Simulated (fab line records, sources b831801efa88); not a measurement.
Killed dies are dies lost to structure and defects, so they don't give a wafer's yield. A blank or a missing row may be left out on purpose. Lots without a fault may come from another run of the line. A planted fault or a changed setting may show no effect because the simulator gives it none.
A struck lot beside a sound one | flow gf180mcu | 14 steps out of a route of 602
Sound: wafers L635.1, L635.2, L635.5. Struck: wafers L642.2, L642.5, L642.6. The cause comes at the end.
At each step with rows: each side's tool, then ch and its chambers, then its first start. Under that, the readings that differ: sound wafers | struck wafers | difference of the means | sigmas: that difference in standard deviations of wafers without a fault.
alike: readings whose means differ by less than 2 such deviations, and words and numbers that are the same on both sides. not compared: withheld readings, readings that some wafer has no value for, bounds like >300 that may hide the same value, and numbers for which the record gives no deviation and whose values overlap.
The two part at a step that has a row with sigmas, a row that says differs or no value, or rows on one side only. Numbers that don't overlap but have no deviation are shown without sigmas and don't part them. A reading that every wafer of one side lacks parts them only if that side has two wafers or more.

GF_SALICIDE_RTA_08: time 30 s.
  sound on rtp_anneal-02 ch 0, day 16 02:12; struck on rtp_anneal-02 ch 0, day 18 05:53
  alike: anneal_temp_c_max, lamp_power_pct, wafer_temp_C_max
then, 1 step without rows for these wafers: GF_CONTACT_CVD_00 (deposits SiO2, target thk 300 nm, time 50 s).
GF_CONTACT_THK_MEAS_01:
  sound on film_metro-04, day 16 02:20; struck on film_metro-01, day 18 06:01
  alike: CONTACT_CVD_00_THK
GF_CONTACT_CVD_02: deposits SiO2 from TEOS, target thk 860 nm, time 95.992 s.
  sound on pecvd-04 ch 0,2, day 16 02:24; struck on pecvd-04 ch 0,2, day 18 06:04
  alike: heater_power_w, susceptor_temp_C
  not compared: since_wet_clean_h
GF_CONTACT_THK_MEAS_03:
  sound on film_metro-02, day 16 02:28; struck on film_metro-04, day 18 06:09
  alike: CONTACT_CVD_02_THK
GF_CONTACT_CMP_04: polishes SiO2.
  sound on cmp-02 ch 0,2,3, day 16 02:32; struck on cmp-02 ch 0,1,3, day 18 06:21
  alike: head_pressure_psi, motor_current_A, retaining_ring_pressure_frac, time_to_endpoint_s
GF_CONTACT_BOW_MEAS_05:
  sound on film_metro-02, day 16 02:50; struck on film_metro-04, day 18 06:31
  alike: CONTACT_BOW
then, 5 steps without rows for these wafers: GF_CONTACT_DEHYDRATE_06 (time 60 s); GF_CONTACT_HMDS_07 (prime time 60 s); GF_CONTACT_COAT_08; GF_CONTACT_COAT_09 (resist thk 1000 nm); GF_CONTACT_SOFTBAKE_10 (time 60 s).
GF_CONTACT_EXPOSE_11: exposes mask Contact, target cd 220 nm.
  sound on krf_scanner-01 ch 0, day 16 13:38; struck on krf_scanner-02, day 18 18:25
  no value came back on the struck wafers for exposure_dose_mJ_cm2, focus_offset_nm (nm); on the sound wafers exposure_dose_mJ_cm2 reads 37.94 37.94 37.91
  alike: mask
then, 1 step without rows for these wafers: GF_CONTACT_PEB_12 (peb time 90 s).

WHERE THEY PART
Only at GF_CONTACT_EXPOSE_11, within this record.

WHY: what the simulator had put in
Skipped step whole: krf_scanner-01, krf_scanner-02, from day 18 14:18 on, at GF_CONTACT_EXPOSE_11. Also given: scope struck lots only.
